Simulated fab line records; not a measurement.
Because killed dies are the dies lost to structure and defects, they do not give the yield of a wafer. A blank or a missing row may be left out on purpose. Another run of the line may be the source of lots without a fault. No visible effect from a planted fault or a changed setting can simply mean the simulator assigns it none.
Comparing a struck lot with a sound one -- flow gf180mcu -- 16 out of 602 route steps
Sound: the wafers L663.1, L663.3, L663.6. Wafers struck: L657.2, L657.4, L657.5. The cause is named last.
Per side, at each step with rows, come the tool, then ch with its chambers, and then its first start. Under that, the readings that differ: sound wafers -- struck wafers -- difference of the means -- sigmas: that difference in standard deviations of wafers without a fault.
alike: same words and numbers on both sides, and readings whose means sit less than 2 such deviations apart. not compared: any withheld reading, any reading some wafer has no value for, any bound like >300 that may hide the same value, and any number with overlapping values for which the record gives no deviation.
Wherever a step has rows on one side only, a row that says differs or no value, or a row with sigmas, the two part there. Non-overlapping numbers with no deviation appear without sigmas and do not part them. A reading that every wafer of one side lacks parts them only if that side has two wafers or more.

GF_CONTACT_BOW_MEAS_05:
  sound: film metro-01 at day 23 01:52; struck: film metro-01 at day 21 06:49
  alike: CONTACT_BOW
then, 8 steps without rows for these wafers: GF_CONTACT_DEHYDRATE_06 (time 60 s); GF_CONTACT_HMDS_07 (prime time 60 s); GF_CONTACT_COAT_08; GF_CONTACT_COAT_09 (resist thk 1000 nm); GF_CONTACT_SOFTBAKE_10 (time 60 s); GF_CONTACT_EXPOSE_11 (exposes mask Contact, target cd 220 nm); GF_CONTACT_PEB_12 (peb time 90 s); GF_CONTACT_DEVELOP_13 (develop time 60 s).
GF_CONTACT_CD_MEAS_14 targets a cd of 220 nm.
  sound: cd sem-02 at day 24 00:05; struck: cd sem-02 at day 22 07:16
  alike: cd nm
GF_CONTACT_OVL_MEAS_15:
  sound: overlay-02 at day 24 00:13; struck: overlay-02 at day 22 07:22
  alike: CONTACT_OVL
GF_CONTACT_ETCH_16: etches BARC in N2/H2.
  sound on rie diel-03 ch 0,1,2, day 24 00:14; struck on rie diel-03 ch 1,2,3, day 22 07:24
  alike: bias w, chamber pressure mTorr, drypump motor current A, oes product au, throttle valve pct
GF_CONTACT_ETCH_17: etches SiO2 in C4F8/O2/Ar, stops on CoSi2, target depth 860 nm.
  sound on rie diel-03 ch 0,1,2, day 24 00:00; struck on rie diel-03 ch 1,2,3, day 22 07:00
  no value came back on the struck wafers for bias w (W), chamber pressure mTorr (mTorr), oes product au (a.u.); on the sound wafers bias w (W) reads 1202 1201 1199
GF_CONTACT_STRIP_18: strips in O2/N2.
  sound on plasma asher-01 ch 0,1, day 24 00:25; struck on plasma asher-03 ch 0, day 22 07:34
reading,sound,struck,difference,sigmas
oes product au (a.u.),0.572 0.585 0.577,0.670 0.680 0.663,+0.093,+19
  alike: drypump motor current A, heater power w
  not compared: rf hours counter h
then, 1 step without rows for these wafers: GF_CONTACT_CLEAN_19 (cleans in SPM).
-- the record jumps here: 11 days lie between the struck wafers' starts before and after (it left off in module CONTACT and takes up again in module PASSIVATION, whose first step shown is number 602 of the route) --
GF_PASSIVATION_PROBE_99:
  the record has rows for the struck wafers here (prober-01, day 33 17:23) and none for the sound ones

## WHERE THEY PART
Last at GF_PASSIVATION_PROBE_99 as far as this record goes, first at GF_CONTACT_ETCH_17.

WHY: what the simulator had put in
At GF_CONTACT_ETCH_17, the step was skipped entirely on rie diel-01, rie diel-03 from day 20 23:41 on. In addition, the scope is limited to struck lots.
